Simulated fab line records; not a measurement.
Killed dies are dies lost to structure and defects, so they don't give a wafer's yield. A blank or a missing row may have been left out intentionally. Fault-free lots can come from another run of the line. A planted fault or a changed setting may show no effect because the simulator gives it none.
Which tool did it?    flow sky130    42 wafers from 14 lots sampled at 4 of the route's 708 steps

## WHAT THE GAUGES SHOWED, per wafer
SKY_CAP2M_OVL_MEAS_12.
lot   measured      on          CAP2M_OVL (nm)
L925  day 40 20:48  overlay-01  0.0 0.9 0.8
L927  day 41 20:28  overlay-02  -0.7 -0.7 1.6
L926  day 41 22:53  overlay-02  -1.3 -0.5 -1.4
L929  day 42 03:51  overlay-01  0.4 1.3 1.2
L928  day 42 04:09  overlay-02  -2.4 -2.2 -1.4
L930  day 42 09:41  overlay-01  1.7 -0.3 -1.1
L931  day 42 10:34  overlay-02  -0.7 -1.9 0.2
L938  day 44 14:12  overlay-01  0.8 0.9 -0.8
L940  day 45 12:10  overlay-01  -3.8 -2.2 -2.5
L943  day 45 23:50  overlay-01  -1.1 -1.4 -0.6
L944  day 46 08:39  overlay-01  0.3 -0.5 -0.8
L947  day 47 18:29  overlay-02  0.7 0.3 -1.3
L948  day 47 21:23  overlay-02  -0.9 -1.8 -1.5
L946  day 47 23:57  overlay-01  -2.1 -2.6 -2.7

SKY_PAD_OPEN_BOW_MEAS_13.
lot   measured      on             PAD_OPEN_BOW (um)
L925  day 45 21:17  film_metro-02  49 51 55
L927  day 46 18:08  film_metro-01  48 56 49
L926  day 46 20:57  film_metro-02  55 49 53
L929  day 47 00:39  film_metro-02  56 49 52
L928  day 47 02:23  film_metro-04  53 54 55
L930  day 47 06:01  film_metro-02  48 32 40
L931  day 47 06:59  film_metro-01  56 44 56
L938  day 49 03:36  film_metro-04  42 32 39
L940  day 49 21:37  film_metro-01  44 52 42
L943  day 50 05:46  film_metro-04  34 45 48
L944  day 50 13:49  film_metro-01  51 51 64
L947  day 51 14:22  film_metro-04  45 35 25
L948  day 51 14:32  film_metro-01  52 48 61
L946  day 51 16:49  film_metro-01  57 52 44

## EACH LOT AND THE TOOL THAT RAN IT (in order: tool; ch and the chambers of the sampled wafers; start)
lot   SKY_CONTACT_CVD_24             SKY_VIA4_CMP_02
L925  cvd_w-01 ch 0,1, day 31 19:59  cmp-01 ch 0,1, day 41 22:49
L927  cvd_w-02 ch 0,1, day 32 21:44  cmp-02 ch 0,1,2, day 42 20:56
L926  cvd_w-01 ch 0,1, day 32 22:05  cmp-01 ch 2,3, day 43 00:25
L929  cvd_w-01 ch 0,1, day 33 04:25  cmp-02 ch 0,1,2, day 43 04:24
L928  cvd_w-02 ch 0,1, day 33 05:22  cmp-01 ch 2,3, day 43 04:59
L930  cvd_w-02 ch 0,1, day 33 11:57  cmp-01 ch 1,2,3, day 43 11:03
L931  cvd_w-01 ch 0,1, day 33 12:16  cmp-02 ch 0,1,3, day 43 11:43
L938  cvd_w-02 ch 0,1, day 36 01:01  cmp-02 ch 1,3, day 45 13:14
L940  cvd_w-02 ch 0,1, day 37 00:49  cmp-01 ch 0,2,3, day 46 11:13
L943  cvd_w-01 ch 1, day 37 15:04    cmp-02 ch 0,1,2, day 46 22:32
L944  cvd_w-01 ch 0,1, day 38 02:49  cmp-02 ch 0,2,3, day 47 07:53
L947  cvd_w-01 ch 1, day 39 22:33    cmp-02 ch 1,2,3, day 48 15:22
L948  cvd_w-02 ch 0,1, day 40 00:05  cmp-01 ch 0,1, day 48 18:04
L946  cvd_w-02 ch 0,1, day 40 03:35  cmp-01 ch 1,2,3, day 48 20:42
- SKY_CONTACT_CVD_24: deposits W, target thk 340 nm, time 102.12 s.
- SKY_VIA4_CMP_02: polishes SiO2.

## AS READ BY THE TOOLS THEMSELVES (means over the sampled wafers that have a number; for cases with no such wafer, the mark the record gives instead)
SKY_CONTACT_CVD_24.
lot   tool      heater_power_w (W)
L925  cvd_w-01  887
L927  cvd_w-02  1015
L926  cvd_w-01  958
L929  cvd_w-01  899
L928  cvd_w-02  1003
L930  cvd_w-02  1021
L931  cvd_w-01  954
L938  cvd_w-02  1001
L940  cvd_w-02  952
L943  cvd_w-01  835
L944  cvd_w-01  903
L947  cvd_w-01  782
L948  cvd_w-02  955
L946  cvd_w-02  963

SKY_VIA4_CMP_02.
lot   tool    motor_current_A (A)  platen_rpm (rpm)
L925  cmp-01  14.4                 60.00
L927  cmp-02  11.9                 60.03
L926  cmp-01  11.6                 60.05
L929  cmp-02  12.3                 60.01
L928  cmp-01  12.1                 59.99
L930  cmp-01  12.9                 60.01
L931  cmp-02  12.7                 60.00
L938  cmp-02  12.2                 59.98
L940  cmp-01  11.9                 59.96
L943  cmp-02  12.2                 60.06
L944  cmp-02  11.6                 60.01
L947  cmp-02  11.9                 60.04
L948  cmp-01  13.6                 60.03
L946  cmp-01  12.6                 60.02

## THE ANSWER, worked out from the rows above alone
Rule: usual is defined by the lots themselves. The widest of any qualifying gaps counts: lots, ordered by their means at a reading, are off when they make up no more than a third of the lots, leave a main group of 4 or more, and stand apart from it by 3 or more times the standard deviation of that group's means. The tables above print the reading to a certain number of digits; a main group whose means all agree to those digits is not used. Also off: a lot with no number at a reading for which 4 or more lots have one. The other lots that the step has rows for count as sound. Order of review: gauges by route order, followed by the tools' own readings, for which a lot's mean as printed above is used. The first step at which some lot is off is used, and at that step the reading that is off furthest; a lot without a number counts as furthest.
None of the lots is off at any reading shown; this tells nothing.

## WHAT THE SIMULATOR HAD PUT IN
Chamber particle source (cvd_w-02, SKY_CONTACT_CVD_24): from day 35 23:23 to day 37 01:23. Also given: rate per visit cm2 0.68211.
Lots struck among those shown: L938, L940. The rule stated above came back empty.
